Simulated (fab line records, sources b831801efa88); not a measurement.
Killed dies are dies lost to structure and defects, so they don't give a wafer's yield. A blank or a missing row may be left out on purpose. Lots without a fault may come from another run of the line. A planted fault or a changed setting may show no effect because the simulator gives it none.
fab line records | flow sky130
record lots=13 wafers=39 last_day=51
route steps=708 shown FIELD_ISO@28 DNWELL@43 NWELL@63 VT_ADJUST_LVTN@101
lots that met no fault: from a run of the same line without faults
start_h: hours from the record's first day to the start of the lot's first wafer shown | wait_h: hours since the lot's step before | " the same as in the row above | L1.1+2: a row that stands for several wafers | - no value, or no start given | * or withheld: withheld | < > ~ a bound
route shown NAME@n: a module of which the file shows steps, and the number in the route of the first | usual: mean/standard deviation of fault-free wafers | same: alike in all rows | chamber/n: place in a boat | sites: the reading at each site | _std_site: their standard deviation | _edge_site: outer sites' mean less inner sites' | radius_mm: how far each site lies from the wafer's centre | mask NAME#n: copy n | behind: the tool/chamber that last shaped the wafer | hold: why the lot was held/for how many hours/how that ended | device: the transistor (n, p or np) that didn't switch | end of line: the same wafers' tests at the end of the route | a step without rows: its recipe alone | killed: dies lost to structure and defects at the first sort, not the wafer's yield | map: a wafer's dies, x killed, . not, _ none there
set.NAME: the setting as run; set.NAME@STEP: as run at that earlier step | model.NAME: the simulator's own value behind a step, which no gauge read
steps of the route over a sample of lots; a table a step, a row a wafer
services: from which hour (start_h, from the record's first day; less than 0 if before it) a tool's chamber was out of use, for how many hours, and why
## steps
# step SKY_FIELD_ISO_CMP_27
# recipe stop_on=Si3N4 t_overpolish_s=16 down_force_psi=4 platen_rpm=60 target_thk_nm=457.8 pad_velocity_m_s=0.94248
# usual motor_current_A=12.3/0.81 overpolish_run_s=16.000/0.0087 time_to_endpoint_s=112/3.5
# columns lot.wafer tool chamber start_h wait_h motor_current_A overpolish_run_s time_to_endpoint_s
L630.3 cmp-01 0 44.49 0.1 10.2 16.001 110
L630.1 " 1 " " 13.1 15.991 111
L630.6 " 3 " " 13.2 15.989 110
L631.4 cmp-01 0 45.56 0.0 10.8 16.009 110
L631.5 " 0 " " 10.9 15.999 114
L631.6 " 1 " " 12.6 15.996 112
L632.1 cmp-02 3 50.04 0.1 12.5 16.005 115
L632.6 " 1 " " 12.9 16.002 117
L632.5 " 2 " " 13.6 16.000 119
L633.3 cmp-01 3 57.91 0.0 13.1 16.011 115
L633.1 " 2 " " 11.7 16.017 115
L633.5 " 3 " " 12.9 16.006 112
L634.2 cmp-01 1 63.28 0.0 12.6 15.998 117
L634.3 " 3 " " 12.1 16.003 117
L634.1 " 0 " " 11.0 16.001 114
L635.3 cmp-02 0 67.68 0.1 12.5 16.013 110
L635.6 " 2 " " 12.9 15.993 113
L635.5 " 3 " " 12.0 15.991 112
L636.2 cmp-02 1 74.62 0.0 13.7 16.010 115
L636.3 " 3 " " 11.8 16.001 108
L636.6 " 2 " " 12.8 15.998 113
L637.4 cmp-01 0 77.40 0.0 11.4 15.997 112
L637.1 " 3 " " 13.2 16.001 109
L637.5 " 1 " " 12.1 15.990 109
L639.2 cmp-01 0 88.10 0.1 10.9 15.984 106
L639.5 " 3 " " 13.0 16.002 109
L639.6 " 0 " " 10.8 16.004 109
L640.1 cmp-01 0 91.53 0.1 11.2 16.002 113
L640.4 " 1 " " 12.9 16.000 115
L640.6 " 3 " " 12.8 16.002 112
L641.2 cmp-02 0 98.55 0.0 12.1 16.010 107
L641.4 " 3 " " 11.9 15.995 109
L641.5 " 1 " " 13.4 16.012 111
L645.1 cmp-02 3 118.40 0.0 12.7 15.993 114
L645.2 " 0 " " 11.7 16.023 116
L645.3 " 1 " " 14.5 15.997 118
L652.2 cmp-01 0 154.53 0.0 10.8 15.984 116
L652.3 " 1 " " 12.4 16.000 117
L652.5 " 0 " " 11.4 15.999 113
# step SKY_DNWELL_STRIP_08
# recipe chemistry=O2/N2 power_w=1400 pressure_mtorr=1500 platen_temp_c=withheld o2_flow_sccm=3000 n2_flow_sccm=300 overash_fraction=0.5
# usual drypump_motor_current_A=6.0/0.33 oes_product_au=0.723/0.005 strip_time_to_endpoint_s=36.89/0.088
# columns lot.wafer tool chamber start_h wait_h drypump_motor_current_A oes_product_au rf_hours_counter_h strip_time_to_endpoint_s
L630.1 plasma_asher-01 1 62.33 0.1 6.3 0.724 38 36.92
L630.3 " 1 " " 6.3 0.721 - 36.88
L630.6 " 1 " " 6.3 0.714 - 36.88
L631.4 plasma_asher-03 1 64.31 0.1 5.6 0.723 - 37.02
L631.5 " 1 " " 5.6 0.720 - 37.18
L631.6 " 0 " " 6.3 0.731 - 37.07
L632.1 plasma_asher-01 0 69.14 0.1 5.5 0.722 39 37.01
L632.5 " 0 " " 5.5 0.719 - 36.87
L632.6 " 1 " " 6.3 0.732 - 36.83
L633.1 plasma_asher-02 1 76.79 0.1 6.2 0.722 34 36.98
L633.3 " 1 " " 6.3 0.727 - 36.88
L633.5 " 1 " " 6.3 0.712 - 36.97
L634.1 plasma_asher-02 1 83.38 0.1 6.2 0.715 35 36.85
L634.2 " 0 " " 6.1 0.720 35 36.87
L634.3 " 1 " " 6.2 0.726 - 36.89
L635.3 plasma_asher-02 0 88.32 0.1 6.1 0.718 - 36.84
L635.5 " 0 " " 6.1 0.723 - 36.90
L635.6 " 1 " " 6.2 0.720 - 36.88
L636.2 plasma_asher-03 1 94.84 0.1 5.6 0.730 31 36.97
L636.3 " 0 " " 6.3 0.722 - 36.95
L636.6 " 0 " " 6.3 0.722 - 36.87
L637.1 plasma_asher-03 0 97.99 0.1 6.3 0.718 31 36.97
L637.4 " 0 " " 6.3 0.730 - 37.04
L637.5 " 0 " " 6.3 0.723 - 36.90
L639.2 plasma_asher-01 0 109.46 0.1 5.5 0.723 42 36.82
L639.5 " 0 " " 5.5 0.720 - 36.82
L639.6 " 1 " " 6.3 0.720 - 36.72
L640.1 plasma_asher-03 0 113.24 0.1 6.3 0.725 33 37.01
L640.4 " 1 " " 5.6 0.724 - 36.98
L640.6 " 0 " " 6.3 0.726 - 36.96
L641.2 plasma_asher-02 0 118.86 0.1 6.1 0.723 0 36.80
L641.4 " 1 " " 6.2 0.725 - 37.00
L641.5 " 1 " " 6.2 0.718 - 36.95
L645.1 plasma_asher-01 1 139.68 0.1 6.2 0.724 46 37.03
L645.2 " 0 " " 5.5 0.725 46 36.99
L645.3 " 0 " " 5.5 0.732 - 36.98
L652.2 plasma_asher-02 1 180.09 0.1 6.3 0.728 6 36.89
L652.3 " 0 " " 6.1 0.716 - 36.87
L652.5 " 1 " " 6.3 0.714 - 36.91
# step SKY_NWELL_OVL_MEAS_10
# usual NWELL_00_OVL=0.0/1.3
# columns lot.wafer tool chamber start_h wait_h NWELL_00_OVL[nm]
L630.1 overlay-02 - 96.91 - 0.4
L630.3 " - " " -0.2
L630.6 " - " " -1.7
L631.4 overlay-02 - 98.81 - 0.2
L631.5 " - " " -0.8
L631.6 " - " " 0.1
L632.1 overlay-02 - 102.03 - 2.1
L632.5 " - " " -0.9
L632.6 " - " " -0.4
L633.1 overlay-01 - 109.81 - 0.1
L633.3 " - " " -0.7
L633.5 " - " " -0.5
L634.1 overlay-01 - 118.18 - 1.9
L634.2 " - " " -1.2
L634.3 " - " " 0.9
L635.3 overlay-02 - 123.62 - 2.5
L635.5 " - " " 1.7
L635.6 " - " " 1.0
L636.2 overlay-02 - 130.14 - 2.6
L636.3 " - " " 1.2
L636.6 " - " " 0.0
L637.1 overlay-01 - 134.31 - 1.9
L637.4 " - " " -0.4
L637.5 " - " " 0.0
L639.2 overlay-01 - 146.59 - 2.1
L639.5 " - " " -0.5
L639.6 " - " " 1.1
L640.1 overlay-01 - 150.86 - 0.3
L640.4 " - " " 0.7
L640.6 " - " " -1.2
L641.2 overlay-02 - 157.83 - 1.4
L641.4 " - " " 0.9
L641.5 " - " " 1.4
L645.1 overlay-02 - 180.28 - -0.3
L645.2 " - " " 0.3
L645.3 " - " " 0.5
L652.2 overlay-02 - 221.58 - -1.3
L652.3 " - " " -1.7
L652.5 " - " " -1.9
# step SKY_VT_ADJUST_LVTN_EXPOSE_04
# recipe mask_id=NWM_COMPLEMENT_LESS_NATIVE na=0.6 source_shape=conventional sigma_outer=0.6 polarization=unpolarized target_cd_nm=840 dose_mj=194
# columns lot.wafer tool chamber start_h wait_h mask
L630.1+3+6 iline_stepper-02 0 143.18 - NWM_COMPLEMENT_LESS_NATIVE#0
L631.4+5+6 iline_stepper-02 0 146.78 - NWM_COMPLEMENT_LESS_NATIVE#0
L632.1+5+6 iline_stepper-02 0 150.91 - NWM_COMPLEMENT_LESS_NATIVE#0
L633.1+3+5 iline_stepper-01 0 158.70 - NWM_COMPLEMENT_LESS_NATIVE#0
L634.1+2+3 iline_stepper-02 0 168.18 - NWM_COMPLEMENT_LESS_NATIVE#0
L635.3+5+6 iline_stepper-01 0 174.15 - NWM_COMPLEMENT_LESS_NATIVE#0
L636.2+3+6 iline_stepper-02 0 181.08 - NWM_COMPLEMENT_LESS_NATIVE#0
L637.1+4+5 iline_stepper-01 0 185.25 - NWM_COMPLEMENT_LESS_NATIVE#0
L639.2+5+6 iline_stepper-02 0 199.39 - NWM_COMPLEMENT_LESS_NATIVE#0
L640.1+4+6 iline_stepper-01 0 203.05 - NWM_COMPLEMENT_LESS_NATIVE#0
L641.2+4+5 iline_stepper-02 0 210.60 - NWM_COMPLEMENT_LESS_NATIVE#0
L645.1+2+3 iline_stepper-02 0 234.08 - HVTPM#0
L652.2+3+5 iline_stepper-01 0 284.33 - NWM_COMPLEMENT_LESS_NATIVE#0
# step SKY_VT_ADJUST_LVTN_OVL_MEAS_07
# usual VT_ADJUST_LVTN_OVL=0.3/1.3
# columns lot.wafer tool chamber start_h wait_h VT_ADJUST_LVTN_OVL[nm]
L630.1 overlay-02 - 153.01 - 2.2
L630.3 " - " " 2.7
L630.6 " - " " 2.4
L631.4 overlay-01 - 156.28 - -1.5
L631.5 " - " " -2.0
L631.6 " - " " -0.8
L632.1 overlay-02 - 160.39 - 2.0
L632.5 " - " " 0.1
L632.6 " - " " -1.7
L633.1 overlay-01 - 168.41 - 1.9
L633.3 " - " " 0.8
L633.5 " - " " 0.1
L634.1 overlay-01 - 178.04 - -1.4
L634.2 " - " " 0.8
L634.3 " - " " -1.3
L635.3 overlay-02 - 184.15 - 1.6
L635.5 " - " " 2.5
L635.6 " - " " 3.3
L636.2 overlay-02 - 191.34 - -0.4
L636.3 " - " " 0.2
L636.6 " - " " -0.6
L637.1 overlay-02 - 195.56 - 1.8
L637.4 " - " " -0.4
L637.5 " - " " 0.7
L639.2 overlay-02 - 209.73 - -1.3
L639.5 " - " " 0.7
L639.6 " - " " -0.2
L640.1 overlay-02 - 213.38 - 1.6
L640.4 " - " " 0.3
L640.6 " - " " 0.6
L641.2 overlay-01 - 220.28 - 0.0
L641.4 " - " " 0.4
L641.5 " - " " -0.3
L645.1 overlay-02 - 245.16 - -
L645.2 " - " " -
L645.3 " - " " -
L652.2 overlay-01 - 297.26 - -0.9
L652.3 " - " " -0.7
L652.5 " - " " -0.3
# step SKY_VT_ADJUST_LVTN_TW_MEAS_10
# usual VT_ADJUST_LVTN_TW=243.2/1
# columns lot.wafer tool chamber start_h wait_h VT_ADJUST_LVTN_TW
L630.1 film_metro-03 - 153.29 0.1 244.3
L630.3 " - " " 244.4
L630.6 " - " " 242.8
L631.4 film_metro-04 - 156.57 0.1 241.9
L631.5 " - " " 241.4
L631.6 " - " " 241.4
L632.1 film_metro-01 - 160.67 0.1 243.4
L632.5 " - " " 241.2
L632.6 " - " " 240.9
L633.1 film_metro-04 - 168.69 0.1 243.1
L633.3 " - " " 241.9
L633.5 " - " " 242.7
L634.1 film_metro-03 - 178.32 0.1 244.4
L634.2 " - " " 243.1
L634.3 " - " " 242.7
L635.3 film_metro-04 - 184.44 0.1 243.1
L635.5 " - " " 243.4
L635.6 " - " " 243.9
L636.2 film_metro-01 - 191.63 0.1 244.0
L636.3 " - " " 244.2
L636.6 " - " " 244.9
L637.1 film_metro-04 - 195.84 0.1 244.2
L637.4 " - " " 244.4
L637.5 " - " " 242.1
L639.2 film_metro-01 - 210.02 0.1 244.6
L639.5 " - " " 243.8
L639.6 " - " " 245.4
L640.1 film_metro-04 - 213.66 0.1 243.4
L640.4 " - " " 243.5
L640.6 " - " " 244.4
L641.2 film_metro-01 - 220.57 0.1 244.2
L641.4 " - " " 242.0
L641.5 " - " " 243.1
L645.1 film_metro-03 - 245.44 0.1 30.3
L645.2 " - " " 30.4
L645.3 " - " " 30.4
L652.2 film_metro-01 - 297.55 0.1 242.2
L652.3 " - " " 242.8
L652.5 " - " " 242.7
## services
# columns tool chamber start_h hours kind
iline_stepper-01 - 29.23 1.7 pm
plasma_asher-03 - 29.42 2.8 pm
cmp-01 - 36.66 1.7 repair
plasma_asher-03 - 39.80 3.1 repair
iline_stepper-02 - 51.68 1.7 pm
cmp-01 - 64.06 4.0 pm
iline_stepper-01 - 89.36 15.4 repair
plasma_asher-02 - 108.75 9.0 pm
cmp-01 - 111.15 27.2 pm
iline_stepper-01 - 148.79 2.9 repair
iline_stepper-02 - 159.51 4.4 pm
cmp-01 - 167.84 1.6 repair
cmp-01 - 172.10 0.9 repair
cmp-01 - 186.13 4.1 pm
plasma_asher-02 - 188.72 2.8 pm
cmp-01 - 213.02 1.0 repair
plasma_asher-02 - 220.60 1.0 repair
cmp-02 - 228.21 7.7 pm
cmp-02 - 235.93 4.0 pm
iline_stepper-01 - 242.36 3.2 repair
cmp-02 - 242.88 3.6 repair
plasma_asher-02 - 249.08 4.1 repair
iline_stepper-02 - 276.73 2.0 repair
plasma_asher-02 - 280.34 1.6 repair
## key
first_sign step=SKY_VT_ADJUST_LVTN_EXPOSE_04 reading=mask direction=changed
effect step=SKY_VT_ADJUST_LVTN_OVL_MEAS_07 reading=VT_ADJUST_LVTN_OVL direction=missing
effect step=SKY_VT_ADJUST_LVTN_TW_MEAS_10 reading=VT_ADJUST_LVTN_TW direction=down sigmas=99+ usual=243.2 struck=30.4
met_at SKY_VT_ADJUST_LVTN_EXPOSE_04
struck_lots L645
sort_left_out L645.1,L645.2,L645.3
tester_left_out L645
not_acting_at SKY_FIELD_ISO_CMP_27,SKY_DNWELL_STRIP_08,SKY_NWELL_OVL_MEAS_10
onset_between 210.60 234.08
fault kind=wrong_mask tool=any chamber=- onset_h=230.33 steps=SKY_VT_ADJUST_LVTN_EXPOSE_04 aux_copy=HVTPM#0 scope=struck_lots_only
# tester_left_out: of these lots the tester's yield and bins aren't shown, on N5 and GAA mostly nor the transistor test; their killed dies are dies lost to structure and defects alone, not to doping, threshold or leakage, so they don't give the yield
# sort_left_out: the simulated sort isn't trusted on such a fault, so these wafers' sort isn't shown, and their yield isn't known
